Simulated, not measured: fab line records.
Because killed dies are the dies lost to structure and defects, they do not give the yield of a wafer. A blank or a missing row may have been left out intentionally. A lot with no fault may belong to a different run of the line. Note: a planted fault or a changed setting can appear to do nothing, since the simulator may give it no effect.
A lot that was struck, set against a sound lot ; flow sky130 ; 19 out of 708 route steps
Sound: the wafers L489.1, L489.4, L489.6. Struck: wafers L491.1, L491.3, L491.5. Last of all comes the cause.
At each step with rows: each side's tool, then ch and its chambers, then its first start. Under that, the readings that differ: sound wafers ; struck wafers ; difference of the means ; sigmas: that difference in standard deviations of wafers without a fault.
alike: words and numbers the same on both sides, and readings whose means are apart by under 2 such deviations; not compared: readings that were withheld, readings missing a value for some wafer, numbers with overlapping values and no deviation given by the record, and bounds like >300 which may hide the same value.
A row with sigmas, a row that says differs or no value, or rows on one side alone: a step with any of these is where the two part. Numbers that don't overlap but have no deviation are shown without sigmas and don't part them. A reading missing from all wafers of one side parts the sides only when that side holds two or more wafers.

SKY_LI_CONTACT_CVD_21: deposits W, target thk 400 nm, time 120.56 s.
  sound on cvd_w-01 ch 0,1, day 30 14:59; struck on cvd_w-01 ch 1, day 31 11:02
  alike: heater_power_w
SKY_LI_CONTACT_RS_MEAS_22: uses a four-point probe to measure.
  sound on film_metro-04 at day 30 15:07; struck on film_metro-04 at day 31 11:09
  alike: LI_CONTACT_W_RS
SKY_LI_CONTACT_THK_MEAS_23: measures by xrf.
  sound on film_metro-04 at day 30 15:14; struck on film_metro-04 at day 31 11:16
  alike: LI_CONTACT_W_THK
SKY_LI_CONTACT_CMP_24: polishes, stops on PSG, t overpolish 20 s, target thk 0 nm.
  sound on cmp-02 ch 0,1,3, day 30 15:20; struck on cmp-02 ch 0,2,3, day 31 11:26
  alike: edge_zone_pressure_frac, motor_current_A, overpolish_run_s, retaining_ring_pressure_frac, time_to_endpoint_s
SKY_LOCAL_INTERCONNECT_SPUTTER_00: material TiN, target thk 100 nm, time 83.3 s.
  sound on pvd_sputter-04 at day 30 15:35; struck on pvd_sputter-04 at day 31 11:38
  alike: throttle_valve_pct
SKY_LOCAL_INTERCONNECT_RS_MEAS_01: uses a four-point probe to measure.
  sound on film_metro-01 at day 30 15:39; struck on film_metro-04 at day 31 11:42
  alike: LOCAL_INTERCONNECT_TIN_RS
SKY_LOCAL_INTERCONNECT_THK_MEAS_02: measures by xrf.
  sound on film_metro-01 at day 30 15:46; struck on film_metro-04 at day 31 11:49
  alike: LOCAL_INTERCONNECT_TIN_THK
then, 5 steps without rows for these wafers: SKY_LOCAL_INTERCONNECT_DEHYDRATE_03 (time 60 s); SKY_LOCAL_INTERCONNECT_HMDS_04 (prime time 60 s); SKY_LOCAL_INTERCONNECT_COAT_05 (resist thk 60 nm); SKY_LOCAL_INTERCONNECT_COAT_06 (resist thk 450 nm); SKY_LOCAL_INTERCONNECT_SOFTBAKE_07 (time 90 s).
SKY_LOCAL_INTERCONNECT_EXPOSE_08: exposes mask LI1M, target cd 170 nm.
  sound on krf_scanner-01 ch 0, day 31 05:50; struck on krf_scanner-02 ch 0, day 32 01:43
reading;sound;struck;difference;sigmas
model.LOCAL_INTERCONNECT.overlay_x_nm (nm);-4.568 -4.568 -4.568;68.49 68.49 68.49;+73.06;
  alike: mask
then, 2 steps without rows for these wafers: SKY_LOCAL_INTERCONNECT_PEB_09; SKY_LOCAL_INTERCONNECT_DEVELOP_10 (develop time 60 s).
SKY_LOCAL_INTERCONNECT_CD_MEAS_11: the cd target is 170 nm.
  sound on cd_sem-01 at day 31 19:10; struck on cd_sem-01 at day 32 14:57
  alike: cd_nm
SKY_LOCAL_INTERCONNECT_OVL_MEAS_12:
  sound on overlay-01 at day 31 19:17; struck on overlay-01 at day 32 15:04
reading;sound;struck;difference;sigmas
LOCAL_INTERCONNECT_OVL (nm);-11 -9 -7;71 60 70;+76;+13
SKY_LOCAL_INTERCONNECT_ETCH_13: etches BARC in N2/H2, stops on SiO2, time 45.9 s, target depth 60 nm.
  sound on rie_metal-04 ch 0,1, day 31 19:19; struck on rie_metal-02 ch 1, day 32 15:06
reading;sound;struck;difference;sigmas
he_backside_leak_sccm (sccm);3.11 2.91 2.88;3.45 3.38 3.44;+0.46;+2
  alike: bias_w, drypump_motor_current_A, oes_product_au, throttle_valve_pct
  not compared: rf_hours_counter_h
SKY_PAD_OPEN_PROBE_99:
  the record holds rows for the sound wafers here (prober-01, day 46 23:26) but none for the struck ones

== WHERE THEY PART ==
First at SKY_LOCAL_INTERCONNECT_OVL_MEAS_12; last, within this record, at SKY_PAD_OPEN_PROBE_99.

WHY: whatever the simulator had introduced
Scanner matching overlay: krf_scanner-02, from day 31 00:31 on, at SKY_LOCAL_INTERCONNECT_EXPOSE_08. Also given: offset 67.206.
